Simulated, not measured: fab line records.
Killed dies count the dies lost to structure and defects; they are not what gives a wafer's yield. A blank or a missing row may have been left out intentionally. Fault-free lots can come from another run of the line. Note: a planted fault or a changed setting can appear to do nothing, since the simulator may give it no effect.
The tool behind it: which one? ; flow gf180mcu ; 13 lots, 39 wafers sampled, at 4 steps of a route of 602

== WHAT EACH GAUGE READ, for each wafer ==
GF_M1_RS_MEAS_05: measures by four-point-probe. Usual: M1_ALCU_RS typically reads 0.0696 ohm/sq, with standard deviation 0.00099.
lot;measured;on;M1_ALCU_RS (ohm/sq);flag
L501;day 16 04:00;film metro-02;0.0684 0.0691 0.0692;
L502;day 16 22:00;film metro-02;0.0709 0.0713 0.0714;
L504;day 17 14:31;film metro-04;0.0677 0.0697 0.0679;
L505;day 17 20:17;film metro-03;0.0693 0.0698 0.0695;
L507;day 18 15:51;film metro-03;0.0693 0.0707 0.0690;
L509;day 19 21:22;film metro-03;0.0684 0.0711 0.0710;
L510;day 19 21:51;film metro-03;0.0684 0.0687 0.0676;
L511;day 20 08:52;film metro-02;0.0688 0.0685 0.0710;
L513;day 21 02:20;film metro-02;0.0677 0.0683 0.0681;
L514;day 21 11:20;film metro-02;0.0680 0.0687 0.0687;
L515;day 21 19:50;film metro-02;0.0706 0.0703 0.0702;
L516;day 22 00:14;film metro-04;0.0696 0.0708 0.0709;
L517;day 22 10:26;film metro-03;0.0701 0.0714 0.0698;

== EACH LOT AND THE TOOL THAT RAN IT (in order: tool; ch and the chambers of the sampled wafers; start) ==
lot;GF_CONTACT_CMP_04;GF_M1_SPUTTER_00;GF_M1_SPUTTER_01
L501;cmp-01 ch 1,3, day 15 03:50;pvd sputter-02, day 16 03:44;pvd sputter-02, day 16 03:51
L502;cmp-02 ch 0,1, day 15 21:13;pvd sputter-04, day 16 21:47;pvd sputter-04, day 16 21:53
L504;cmp-02 ch 0,2,3, day 16 13:22;pvd sputter-01, day 17 14:16;pvd sputter-01, day 17 14:22
L505;cmp-02 ch 0,1,3, day 16 18:51;pvd sputter-01, day 17 20:04;pvd sputter-01, day 17 20:10
L507;cmp-01 ch 1,2,3, day 17 13:41;pvd sputter-01, day 18 15:38;pvd sputter-01, day 18 15:44
L509;cmp-01 ch 2,3, day 18 18:14;pvd sputter-04, day 19 21:05;pvd sputter-04, day 19 21:11
L510;cmp-02 ch 2,3, day 18 18:28;pvd sputter-01, day 19 21:34;pvd sputter-01, day 19 21:40
L511;cmp-02 ch 1,2,3, day 19 03:34;pvd sputter-04, day 20 08:35;pvd sputter-04, day 20 08:41
L513;cmp-02 ch 2,3, day 20 00:18;pvd sputter-02, day 21 02:07;pvd sputter-02, day 21 02:13
L514;cmp-01 ch 0,2,3, day 20 09:11;pvd sputter-01, day 21 11:07;pvd sputter-01, day 21 11:13
L515;cmp-02 ch 1,2,3, day 20 17:33;pvd sputter-01, day 21 19:36;pvd sputter-01, day 21 19:42
L516;cmp-01 ch 0,1,3, day 20 22:21;pvd sputter-01, day 22 00:01;pvd sputter-01, day 22 00:07
L517;cmp-02 ch 1,2,3, day 21 09:05;pvd sputter-01, day 22 10:13;pvd sputter-01, day 22 10:19
- GF_CONTACT_CMP_04: polishes SiO2.
- GF_M1_SPUTTER_00: material Ti, target thk 37.5 nm, time 150 s.
- GF_M1_SPUTTER_01: material TiN, target thk 30 nm, time 25 s.

== WHAT THE TOOLS THEMSELVES READ (means of the sampled wafers that have a number; where no wafer has one, the mark that the record gives instead) ==
GF_CONTACT_CMP_04. Usual: motor current A 12.0 A, standard deviation 1.3; time to endpoint s 115 s, standard deviation 6.
lot;tool;motor current A (A);time to endpoint s (s);flag
L501;cmp-01;11.2;115;
L502;cmp-02;11.6;117;
L504;cmp-02;12.9;112;
L505;cmp-02;11.9;116;
L507;cmp-01;11.9;108;
L509;cmp-01;11.6;122;
L510;cmp-02;11.4;119;
L511;cmp-02;11.2;115;
L513;cmp-02;11.8;110;
L514;cmp-01;12.3;107;
L515;cmp-02;11.1;109;
L516;cmp-01;11.9;116;
L517;cmp-02;11.7;116;

GF_M1_SPUTTER_00. Usual: cathode dc power W 3999.9 W, standard deviation 0.8; throttle valve pct 30.0 %, standard deviation 0.97.
lot;tool;cathode dc power W (W);throttle valve pct (%);flag
L501;pvd sputter-02;4000.3;29.3;
L502;pvd sputter-04;3999.9;29.5;
L504;pvd sputter-01;3999.4;30.6;
L505;pvd sputter-01;4000.4;29.9;
L507;pvd sputter-01;3999.3;30.6;
L509;pvd sputter-04;4000.2;30.2;
L510;pvd sputter-01;4000.3;30.8;
L511;pvd sputter-04;4000.4;30.1;
L513;pvd sputter-02;3999.7;28.7;
L514;pvd sputter-01;4001.3;30.0;
L515;pvd sputter-01;3998.9;30.0;
L516;pvd sputter-01;3999.8;30.0;
L517;pvd sputter-01;3999.4;30.6;

GF_M1_SPUTTER_01. Usual: cathode dc power W 6500.0 W, standard deviation 1.1; throttle valve pct 30.0 %, standard deviation 0.96.
lot;tool;cathode dc power W (W);throttle valve pct (%);flag
L501;pvd sputter-02;6499.9;29.4;
L502;pvd sputter-04;6500.2;29.3;
L504;pvd sputter-01;6499.0;30.6;
L505;pvd sputter-01;6499.7;29.8;
L507;pvd sputter-01;6500.6;30.6;
L509;pvd sputter-04;6499.7;30.2;
L510;pvd sputter-01;6501.0;30.9;
L511;pvd sputter-04;6499.4;30.1;
L513;pvd sputter-02;6500.3;28.9;
L514;pvd sputter-01;6500.3;30.1;
L515;pvd sputter-01;6499.6;29.9;
L516;pvd sputter-01;6301.0;30.1;OFF
L517;pvd sputter-01;6299.5;30.5;OFF

== THE ANSWER, worked out from the rows above alone ==
Rule: a lot is off if the mean of its wafers that have a number lies more than 3 standard deviations from the usual mean. Also off: a lot with no number at a reading for which 4 or more lots have one. The other lots that the step has rows for count as sound. First the gauges in route order, then the tools' own readings, where a lot's mean is used as printed above. At the first step where some lot is off, the reading lying furthest off is the one used; lots without a number count as furthest.
Off: L516, L517 (GF_M1_SPUTTER_01, cathode dc power W).
If a tool, at that step or one of the process steps before it, ran each lot that is off and ran no sound lot following the first of them, it fits. One fits: GF_M1_SPUTTER_00 and GF_M1_SPUTTER_01 on pvd sputter-01. At GF_M1_SPUTTER_00 its last sound lot is L515 (day 21 19:36), its first lot that is off L516 (day 22 00:01): a fault that began between those two fits.

== WHAT THE SIMULATOR HAD PUT IN ==
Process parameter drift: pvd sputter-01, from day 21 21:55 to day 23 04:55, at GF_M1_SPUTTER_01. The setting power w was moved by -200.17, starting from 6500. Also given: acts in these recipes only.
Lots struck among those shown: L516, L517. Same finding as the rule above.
